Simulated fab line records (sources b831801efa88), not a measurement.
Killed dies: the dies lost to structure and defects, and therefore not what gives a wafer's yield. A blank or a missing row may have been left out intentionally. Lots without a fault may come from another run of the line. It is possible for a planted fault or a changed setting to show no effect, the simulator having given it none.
Chamber matching :: flow sky130 :: rie_diel-04 running SKY_METAL4_ETCH_17: 4 sister chambers
The step etches SiO2 in C4F8/O2/Ar, stops on TiN, time 3.9 s, target depth 15 nm. 7 wafers are shown with their chamber, then 6 later ones without.

## EACH WAFER AND ITS CHAMBER
wafer: L179.4
chamber: 3
oes_product_au (a.u.): 0.762

wafer: L184.2
chamber: 1
oes_product_au (a.u.): 0.751

wafer: L186.1
chamber: 0
oes_product_au (a.u.): 0.757

wafer: L186.2
chamber: 1
oes_product_au (a.u.): 0.753

wafer: L186.3
chamber: 2
oes_product_au (a.u.): 0.748

wafer: L187.1
chamber: 0
oes_product_au (a.u.): 0.757

wafer: L187.2
chamber: 2
oes_product_au (a.u.): 0.750

## WAFERS WHOSE CHAMBER IS MISSING
wafer: L187.6
oes_product_au (a.u.): 0.766

wafer: L189.2
oes_product_au (a.u.): 0.754

wafer: L189.4
oes_product_au (a.u.): 0.759

wafer: L189.5
oes_product_au (a.u.): 0.760

wafer: L193.6
oes_product_au (a.u.): 0.754

wafer: L195.6
oes_product_au (a.u.): 0.757

## THE CHAMBER EACH PASSED THROUGH
wafer: L187.6
from the rows above: 3
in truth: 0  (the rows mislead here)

wafer: L189.2
from the rows above: can't be placed: 1 or 0
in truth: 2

wafer: L189.4
from the rows above: can't be placed: 0 or 3
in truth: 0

wafer: L189.5
from the rows above: can't be placed: 3 or 0
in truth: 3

wafer: L193.6
from the rows above: can't be placed: 1 or 0
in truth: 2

wafer: L195.6
from the rows above: 0
in truth: 0
Correctly placed: 1 of 6. Not placeable from these rows: 4 (in 2, the candidates include the true chamber). Number placed wrongly: 1.
How it was worked out, from the rows above alone: a wafer's distance from a chamber is the root of the sum, over the readings, of the square of ((its reading less the chamber's mean) divided by the reading's scatter). The wafer belongs to the nearest chamber; if the next one is less than 2 further off, it can't be placed. The mean given for a chamber averages the wafers shown for that chamber. The scatter is the square root of a quotient: the sum, over the shown wafers, of each reading's squared deviation from its chamber's mean, divided by wafers minus chambers.
